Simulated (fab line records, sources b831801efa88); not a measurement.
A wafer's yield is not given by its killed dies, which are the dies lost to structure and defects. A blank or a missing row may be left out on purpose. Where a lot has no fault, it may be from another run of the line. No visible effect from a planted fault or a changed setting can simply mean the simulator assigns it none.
fab line records	flow sky130
[record] lots = 5	wafers = 15	last_day = 51
route steps=708 shown SONOS_ONO@182 GATE_OXIDE@187 PAD_OPEN@708
lots with no fault: from the same line, run without faults
start_h: hours from the record's first day to the start of the lot's first wafer shown	wait_h: hours since the lot's step before	" identical to the entry in the row above	L1.1+2: a row that stands for several wafers	- no value present, or no start provided	* or withheld: withheld	< > ~ a bound
route shown NAME@n: NAME is a module with steps in the file, n the number in the route of the first one	usual: mean and standard deviation over wafers with no fault	same: alike in all rows	chamber/n: place in a boat	sites: the reading at each site	_std_site: their standard deviation	_edge_site: outer sites' mean less inner sites'	radius_mm: for every site, how far away it sits from the centre of the wafer	mask NAME#n: copy n	behind: the last tool/chamber to shape the wafer	hold: the reason the lot was held/the length of the hold in hours/how it ended	device: whichever transistor did not switch (one of n, p or np)	end of line: tests run on the same wafers once the route is complete	a step without rows: its recipe alone	killed: dies lost to structure and defects at the first sort, not the wafer's yield	map: dies across one wafer; x = killed, . = not, _ = none there
set.NAME: setting as actually run; set.NAME@STEP: the setting as run at that earlier step	model.NAME: the simulator's own value behind a step, which no gauge read
lots at some steps of the route; a table a step, a row a wafer
services: when a tool's chamber went out of use (start_h, in hours from the record's first day, below 0 if earlier), for how many hours, and the reason
[[steps]]
[step SKY_SONOS_ONO_OVL_MEAS_14]
[usual] SONOS_ONO_OVL = 0.0/1.4
lot.wafer	tool	chamber	start_h	wait_h	SONOS_ONO_OVL[nm]
L638.2	overlay-02	-	304.37	0.1	1.3
L638.3	"	-	"	"	1.3
L638.6	"	-	"	"	0.7
L640.1	overlay-01	-	314.22	0.1	0.5
L640.3	"	-	"	"	-1.9
L640.4	"	-	"	"	-1.4
L644.3	overlay-01	-	342.18	0.1	-1.3
L644.4	"	-	"	"	1.8
L644.6	"	-	"	"	-0.9
L659.2	overlay-02	-	472.28	0.1	-1.3
L659.4	"	-	"	"	-0.4
L659.5	"	-	"	"	-0.7
L660.1	overlay-01	-	474.92	0.1	3.2
L660.3	"	-	"	"	1.4
L660.4	"	-	"	"	0.6
[step SKY_SONOS_ONO_ETCH_15]
[recipe] target_depth_nm = 19.52	chemistry = CHF3/O2	source_w = 600	bias_w = 200	pressure_mtorr = 40	chf3_flow_sccm = 50	O2_flow_sccm = 5	time_s = 7.8
[usual] drypump_motor_current_A = 5.9/0.48	oes_product_au = 1.004/0.011	throttle_valve_pct = 8.826/0.0099
lot.wafer	tool	chamber	start_h	wait_h	drypump_motor_current_A	oes_product_au	rf_hours_counter_h	throttle_valve_pct
L638.2	rie_diel-02	2	304.40	0.0	6.7	1.009	79	8.841
L638.3	"	3	"	"	5.6	1.009	103	8.819
L638.6	"	3	"	"	5.6	1.010	-	8.820
L640.1	rie_diel-03	0	314.26	0.0	5.7	1.010	4	8.833
L640.3	"	2	"	"	5.2	1.006	60	8.803
L640.4	"	1	"	"	5.8	1.001	98	8.826
L644.3	rie_diel-02	0	342.20	0.0	5.7	0.998	8	8.828
L644.4	"	1	"	"	6.6	0.994	32	8.805
L644.6	"	2	"	"	6.7	1.014	-	8.840
L659.2	rie_diel-04	2	472.31	0.0	5.5	1.033	2	8.836
L659.4	"	3	"	"	5.6	1.013	10	8.836
L659.5	"	3	"	"	5.6	1.003	-	8.836
L660.1	rie_diel-03	1	474.96	0.0	5.8	0.985	0	8.827
L660.3	"	0	"	"	5.8	1.004	7	8.824
L660.4	"	3	"	"	6.4	1.014	79	8.839
[step SKY_SONOS_ONO_WET_ETCH_16]
[recipe] chemistry = dHF	target_depth_nm = 14	dry = n2_spin	target = SiO2	dilution = 100:1	temp_c = 25	time_s = 271.9
[step SKY_SONOS_ONO_STRIP_17]
[recipe] chemistry = O2/N2	power_w = 1400	pressure_mtorr = 1500	platen_temp_c = withheld	o2_flow_sccm = 3000	n2_flow_sccm = 300	overash_fraction = 0.5
[usual] drypump_motor_current_A = 5.86/0.29	oes_product_au = 0.710/0.0041	strip_time_to_endpoint_s = 14.09/0.038
[same] overash_fraction = 0.5
lot.wafer	tool	chamber	start_h	wait_h	drypump_motor_current_A	oes_product_au	rf_hours_counter_h	strip_time_to_endpoint_s
L638.2	plasma_asher-02	0	304.51	0.0	5.66	0.711	17	14.03
L638.3	"	1	"	"	6.36	0.710	-	14.03
L638.6	"	1	"	"	6.32	0.715	-	14.06
L640.1	plasma_asher-03	0	314.37	0.0	5.66	0.712	48	14.14
L640.3	"	1	"	"	5.59	0.716	-	14.15
L640.4	"	0	"	"	5.65	0.708	-	14.13
L644.3	plasma_asher-04	0	342.43	0.0	6.11	0.707	-	14.05
L644.4	"	1	"	"	5.69	0.706	-	14.14
L644.6	"	1	"	"	5.70	0.710	-	14.10
L659.2	plasma_asher-02	1	472.42	0.0	6.34	0.710	30	14.05
L659.4	"	0	"	"	5.70	0.718	-	14.03
L659.5	"	1	"	"	6.32	0.711	-	14.01
L660.1	plasma_asher-03	0	475.07	0.0	5.66	0.706	65	14.06
L660.3	"	1	"	"	5.62	0.710	-	14.04
L660.4	"	0	"	"	5.67	0.717	-	14.11
[step SKY_SONOS_ONO_WET_ETCH_18]
[recipe] chemistry = H3PO4	target_depth_nm = 15	target = Si3N4	temp_c = 160	time_s = 172
[step SKY_GATE_OXIDE_CLEAN_00]
[recipe] chemistry = SC1/SC2	mix = 1:4:20	temp_c = 70	time_s = 150	dry = n2_spin
[step SKY_GATE_OXIDE_OXIDATION_01]
[recipe] temp_c = 900	ambient = O2	stabilise_s = 600	purge_s = 300	target_thk_a = 102.68	ox_time_s = 1473
[step SKY_GATE_OXIDE_THK_MEAS_02]
[recipe] reads = SiO2_of_GATE_OXIDE_OXIDATION_01
[usual] GATE_OXIDE_OXIDATION_00_THK = 10.31/0.15
lot.wafer	tool	chamber	start_h	wait_h	GATE_OXIDE_OXIDATION_00_THK[nm]
L638.2	film_metro-04	-	306.61	0.0	10.13
L638.3	"	-	"	"	10.19
L638.6	"	-	"	"	10.18
L640.1	film_metro-01	-	316.03	0.0	10.22
L640.3	"	-	"	"	10.22
L640.4	"	-	"	"	10.23
L644.3	film_metro-01	-	344.70	0.0	10.52
L644.4	"	-	"	"	10.51
L644.6	"	-	"	"	10.67
L659.2	film_metro-02	-	474.05	0.0	10.49
L659.4	"	-	"	"	10.36
L659.5	"	-	"	"	10.32
L660.1	film_metro-02	-	476.69	0.0	10.13
L660.3	"	-	"	"	10.14
L660.4	"	-	"	"	10.18
[step SKY_GATE_OXIDE_DEHYDRATE_03]
[recipe] temp_c = 200	time_s = 60
[step SKY_GATE_OXIDE_HMDS_04]
[recipe] prime_time_s = 60	prime_temp_c = 120
[step SKY_GATE_OXIDE_COAT_05]
[recipe] resist = NOVOLAK	spin_rpm = 3000	resist_thk_nm = 1140
[step SKY_GATE_OXIDE_SOFTBAKE_06]
[recipe] temp_c = 90	time_s = 60	resist = NOVOLAK
[step SKY_GATE_OXIDE_EXPOSE_07]
[recipe] mask_id = LVOM	na = 0.6	source_shape = conventional	sigma_outer = 0.6	polarization = unpolarized	target_cd_nm = 600	dose_mj = 170
[usual] exposure_dose_mJ_cm2 = 170.04/0.19
lot.wafer	tool	chamber	start_h	wait_h	mask	exposure_dose_mJ_cm2
L638.2	iline_stepper-02	0	320.05	-	LVOM#0	170.19
L638.3	"	0	"	"	LVOM#0	169.84
L638.6	"	0	"	"	LVOM#0	170.29
L640.1	iline_stepper-01	0	329.52	-	LVOM#0	170.31
L640.3	"	0	"	"	LVOM#0	170.23
L640.4	"	0	"	"	LVOM#0	170.08
L644.3	iline_stepper-01	0	358.69	-	LVOM_R1#0	170.24
L644.4	"	0	"	"	LVOM_R1#0	170.14
L644.6	"	0	"	"	LVOM_R1#0	170.10
L659.2	iline_stepper-02	0	489.27	-	LVOM#0	169.67
L659.4	"	0	"	"	LVOM#0	170.14
L659.5	"	0	"	"	LVOM#0	170.13
L660.1	iline_stepper-02	0	492.35	-	LVOM#0	170.17
L660.3	"	0	"	"	LVOM#0	170.38
L660.4	"	0	"	"	LVOM#0	169.92
[step SKY_GATE_OXIDE_PEB_08]
[recipe] temp_c = withheld	time_s = *	resist = NOVOLAK
[step SKY_PAD_OPEN_PROBE_99]
[usual] killed_at_M0_to_M3 = 43/7.5	killed_at_M4_up = 3.2/1.9	killed_at_contacts = 24/5.6	killed_at_front_end = 15/4.8	killed_at_other = 0.2/0.54	killed_dies = 86/11	killed_on_rim = 17/3.6	killed_open = 47/7.6	killed_short = 39/7.1
[same] gross_dies = 492	killed_at_back_side = 0
lot.wafer	tool	chamber	start_h	wait_h	killed_at_M0_to_M3	killed_at_M4_up	killed_at_contacts	killed_at_front_end	killed_at_other	killed_dies	killed_on_rim	killed_open	killed_short
L638.2	prober-01	-	1108.43	0.1	33	6	14	7	3	63	13	29	34
L638.3	prober-01	-	1108.48	0.2	43	4	21	13	1	82	16	48	34
L638.6	prober-01	-	1108.63	0.2	39	3	21	7	1	71	12	38	33
L640.1	prober-01	-	1118.65	0.1	43	0	17	15	0	75	20	40	35
L640.3	prober-01	-	1118.75	0.2	28	2	16	14	0	60	11	30	30
L640.4	prober-01	-	1118.80	0.2	44	4	22	13	0	83	14	45	38
L644.3	prober-02	-	1137.81	0.2	38	4	27	8	0	77	16	45	32
L644.4	prober-02	-	1137.86	0.2	49	3	25	14	0	91	21	51	40
L644.6	prober-02	-	1137.96	0.2	47	3	28	13	0	91	19	53	38
L659.2	prober-01	-	1214.26	0.1	37	3	30	15	0	85	16	55	30
L659.4	prober-01	-	1214.36	0.2	53	4	25	11	0	93	25	48	45
L659.5	prober-01	-	1214.41	0.2	47	5	19	20	0	91	25	53	38
L660.1	prober-02	-	1215.01	0.1	42	0	31	20	0	93	22	44	49
L660.3	prober-02	-	1215.11	0.2	41	1	18	13	0	73	9	40	33
L660.4	prober-02	-	1215.16	0.2	39	6	22	19	0	86	15	49	37
// killed by level:class
L638.2 VIA1:geometric_particle:open=9 METAL1:geometric_particle:short=6 LI_CONTACT:geometric_particle:open=4 CONTACT:geometric_particle:short=4 METAL2:geometric_particle:short=4 METAL4:geometric_particle:short=4 METAL3:geometric_particle:short=4 CONTACT:geometric_particle:open=3
L638.3 VIA1:geometric_particle:open=11 CONTACT:geometric_particle:open=10 VIA3:geometric_particle:open=7 VIA2:geometric_particle:open=6 CONTACT:geometric_particle:short=5 METAL3:geometric_particle:short=5 FIELD_ISO:geometric_particle:open=4 POLY_GATE:geometric_particle:open=4
L638.6 VIA1:geometric_particle:open=16 LI_CONTACT:geometric_particle:open=7 CONTACT:geometric_particle:open=7 METAL2:geometric_particle:short=6 VIA2:geometric_particle:open=5 VIA1:geometric_particle:short=5 LOCAL_INTERCONNECT:geometric_particle:short=4 CONTACT:geometric_particle:short=3
L640.1 METAL1:geometric_particle:short=9 CONTACT:geometric_particle:open=8 VIA1:geometric_particle:open=8 VIA2:geometric_particle:open=8 FIELD_ISO:geometric_particle:open=5 LI_CONTACT:geometric_particle:short=4 VIA2:geometric_particle:short=4 METAL3:geometric_particle:short=4
L640.3 METAL2:geometric_particle:short=9 CONTACT:geometric_particle:open=5 VIA1:geometric_particle:open=5 FIELD_ISO:geometric_particle:open=4 FIELD_ISO:geometric_particle:short=4 LI_CONTACT:geometric_particle:open=4 CONTACT:geometric_particle:short=3 METAL1:geometric_particle:short=3
L640.4 VIA1:geometric_particle:open=14 CONTACT:geometric_particle:open=8 FIELD_ISO:geometric_particle:short=5 LI_CONTACT:geometric_particle:open=5 LOCAL_INTERCONNECT:geometric_particle:short=5 VIA3:geometric_particle:open=4 METAL2:geometric_particle:short=4 VIA2:geometric_particle:open=4
L644.3 CONTACT:geometric_particle:open=11 LI_CONTACT:geometric_particle:open=9 VIA1:geometric_particle:open=8 METAL2:geometric_particle:short=6 CONTACT:geometric_particle:short=5 METAL1:geometric_particle:short=5 VIA3:geometric_particle:short=5 VIA3:geometric_particle:open=5
L644.4 VIA1:geometric_particle:open=19 LI_CONTACT:geometric_particle:open=10 METAL1:geometric_particle:short=7 VIA3:geometric_particle:open=7 CONTACT:geometric_particle:open=6 VIA3:geometric_particle:short=4 SONOS_ONO:geometric_particle:short=3 POLY_GATE:geometric_particle:short=3
L644.6 VIA1:geometric_particle:open=16 CONTACT:geometric_particle:open=9 LI_CONTACT:geometric_particle:open=7 LOCAL_INTERCONNECT:geometric_particle:short=7 METAL1:geometric_particle:short=5 VIA2:geometric_particle:open=5 VIA3:geometric_particle:open=5 VIA1:geometric_particle:short=4
L659.2 VIA1:geometric_particle:open=16 CONTACT:geometric_particle:open=11 VIA2:geometric_particle:open=7 POLY_GATE:geometric_particle:open=7 CONTACT:geometric_particle:short=7 LI_CONTACT:geometric_particle:open=5 METAL2:geometric_particle:short=4 LOCAL_INTERCONNECT:geometric_particle:short=4
L659.4 VIA1:geometric_particle:open=12 LI_CONTACT:geometric_particle:open=8 CONTACT:geometric_particle:open=8 VIA3:geometric_particle:open=8 METAL2:geometric_particle:short=7 VIA1:geometric_particle:short=6 VIA3:geometric_particle:short=5 LOCAL_INTERCONNECT:geometric_particle:short=4
L659.5 VIA1:geometric_particle:open=12 VIA3:geometric_particle:open=9 CONTACT:geometric_particle:open=7 LOCAL_INTERCONNECT:geometric_particle:short=6 FIELD_ISO:geometric_particle:short=5 POLY_GATE:geometric_particle:open=5 LI_CONTACT:geometric_particle:open=5 VIA2:geometric_particle:short=5
L660.1 CONTACT:geometric_particle:short=9 VIA2:geometric_particle:open=8 POLY_GATE:geometric_particle:short=7 LI_CONTACT:geometric_particle:open=7 VIA1:geometric_particle:open=6 POLY_GATE:geometric_particle:open=5 LI_CONTACT:geometric_particle:short=5 CONTACT:geometric_particle:open=5
L660.3 VIA1:geometric_particle:open=9 VIA3:geometric_particle:open=8 CONTACT:geometric_particle:open=6 METAL2:geometric_particle:short=5 FIELD_ISO:geometric_particle:short=4 LI_CONTACT:geometric_particle:short=4 CONTACT:geometric_particle:short=4 VIA2:geometric_particle:open=4
L660.4 CONTACT:geometric_particle:open=13 VIA1:geometric_particle:open=8 METAL2:geometric_particle:short=6 FIELD_ISO:geometric_particle:short=4 POLY_GATE:geometric_particle:open=4 POLY_GATE:geometric_particle:short=4 CONTACT:geometric_particle:short=4 VIA2:geometric_particle:short=4
[[services]]
tool	chamber	start_h	hours	kind
rie_diel-03	1	283.51	5.1	repair
rie_diel-03	2	289.81	6.2	repair
rie_diel-03	0	293.76	4.0	repair
rie_diel-04	0	319.02	1.3	repair
rie_diel-04	1	319.62	11.3	repair
rie_diel-04	-	328.80	14.6	pm
rie_diel-03	-	337.61	11.1	repair
rie_diel-02	1	379.84	8.0	repair
rie_diel-04	-	386.40	28.1	pm
iline_stepper-02	-	396.22	1.7	pm
iline_stepper-01	-	412.79	20.8	repair
plasma_asher-04	-	420.62	2.8	pm
rie_diel-04	0	420.72	3.5	repair
plasma_asher-04	-	423.37	9.0	pm
rie_diel-02	1	424.03	10.5	repair
rie_diel-03	3	424.36	3.6	repair
plasma_asher-02	-	430.04	33.2	repair
iline_stepper-01	-	433.57	1.7	pm
rie_diel-04	2	433.89	1.3	repair
rie_diel-04	3	437.60	5.9	repair
plasma_asher-02	-	454.51	1.5	repair
rie_diel-04	-	463.70	4.3	pm
rie_diel-02	-	476.11	2.8	pm
rie_diel-02	3	480.02	10.0	repair
[[key]]
[first_sign] step = SKY_GATE_OXIDE_EXPOSE_07	reading = mask	direction = changed
effect none on later readings
met_at SKY_GATE_OXIDE_EXPOSE_07
struck_wafers L644.3,L644.4,L644.6
tester_left_out L644
onset_between 329.52 358.69
[fault] kind = wrong_mask	tool = any	chamber = -	onset_h = 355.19	steps = SKY_GATE_OXIDE_EXPOSE_07	aux_copy = LVOM_R1#0	cd_offset_nm = 90	scope = struck_lots_only
// tester_left_out: of these lots the tester's yield and bins aren't shown, on N5 and GAA mostly nor the transistor test; their killed dies are dies lost to structure and defects alone, not to doping, threshold or leakage, so they don't give the yield
